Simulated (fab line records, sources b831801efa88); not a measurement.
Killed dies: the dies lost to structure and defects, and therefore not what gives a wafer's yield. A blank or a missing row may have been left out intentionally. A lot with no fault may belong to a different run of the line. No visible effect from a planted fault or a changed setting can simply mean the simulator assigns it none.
8D (eight disciplines) problem report, filled in by code + flow sky130 + the parts of the form that need people (team, actions taken, sign-off) are left out

1. THE PROBLEM
Wafers with no fault read 0.756 a.u. with a standard deviation of 0.008, whereas oes-product-au at SKY_METAL4_ETCH_17 reads a mean of 0.789 a.u. on 1 wafer of 1 lot. That puts it +4.1 standard deviations away from the usual mean.
The step: etches SiO2 in C4F8/O2/Ar, stops on TiN, time 3.9 s, target depth 15 nm.
Earliest sighting: wafer L404.2 on rie-diel-02 at day 47 08:55. The record holds 37 wafers of 13 lots with a number at this step. By rule, "out" or "out of limits" means more than 4 standard deviations away from the usual mean. Any other wafer with a number is counted as sound.

2. WHAT IT IS, WHAT IT ISN'T
| question                    | is                | is not                                                                 |
|-----------------------------|-------------------|------------------------------------------------------------------------|
| which readings at this step | oes-product-au    | -                                                                      |
| which lots                  | L404              | L383, L385, L387, L390, L391, L392, L393, L394, L395, L396, L400, L402 |
| which wafers of those lots  | L404.2            | L404.3                                                                 |
| read on which tools         | rie-diel-02       | rie-diel-01, rie-diel-04                                               |
| when                        | from day 47 08:55 | up to then (36 sound wafers)                                           |

3. SUSPECTS, AND WHAT RULES EACH OUT
Counting: a tool at a process step up to the reading stays a suspect if it ran every lot that is out. Sound lots after the first of them don't rule it out here, since some wafers of a struck lot are sound.
- rie-diel-02 at SKY_METAL4_ETCH_17 (etches SiO2 in C4F8/O2/Ar, stops on TiN, time 3.9 s, target depth 15 nm): kept. It ran the lot that is out, L404 (day 47 08:55); its last sound lot up to then is L402 (day 47 07:07). Out on those wafers are its own readings of oes-product-au.
- At SKY_METAL4_ETCH_17 on rie-diel-02, chamber 3 took the sound wafers of the same lots and chamber 2 took the wafers that are out.
The count leaves rie-diel-02 at SKY_METAL4_ETCH_17.

4. THE CAUSE (what the simulator had put in)
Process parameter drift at SKY_METAL4_ETCH_17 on rie-diel-02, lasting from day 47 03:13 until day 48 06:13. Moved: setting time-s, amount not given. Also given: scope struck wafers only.
After counting, this tool was the only one left.

5. SEQUENCE OF EFFECTS, ordered by route
One row per reading whose mean, taken over the struck wafers that have a number, lies over 3 standard deviations from the usual. Only readings for which the record gives a usual standard deviation are gone through. hours: the time from each lot's start at the first step in this table that gives one to its start at this step, as a median over the lots. sigmas: the change in usual standard deviations.
| hours | step               | reading        | usual      | on struck wafers | change | sigmas |
|-------|--------------------|----------------|------------|------------------|--------|--------|
| 0     | SKY_METAL4_ETCH_17 | oes-product-au | 0.756 a.u. | 0.789            | +0.033 | +4.1   |
It contains these process steps:
- SKY_METAL4_ETCH_17: etches SiO2 in C4F8/O2/Ar, stops on TiN, time 3.9 s, target depth 15 nm.
Readings that are blank on the struck wafers while sound wafers have them: rf-fwd-power-W at SKY_METAL4_ETCH_17.
At these later measuring or inspecting steps, every struck wafer for which the step has a row has a number for every such reading, and none has moved that far: SKY_VIA4_RS_MEAS_19.

6. HOW IT WOULD HAVE BEEN CAUGHT EARLIER
First out-of-limits reading in this record: day 47 08:55, which is 6 hours after fault onset at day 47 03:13.
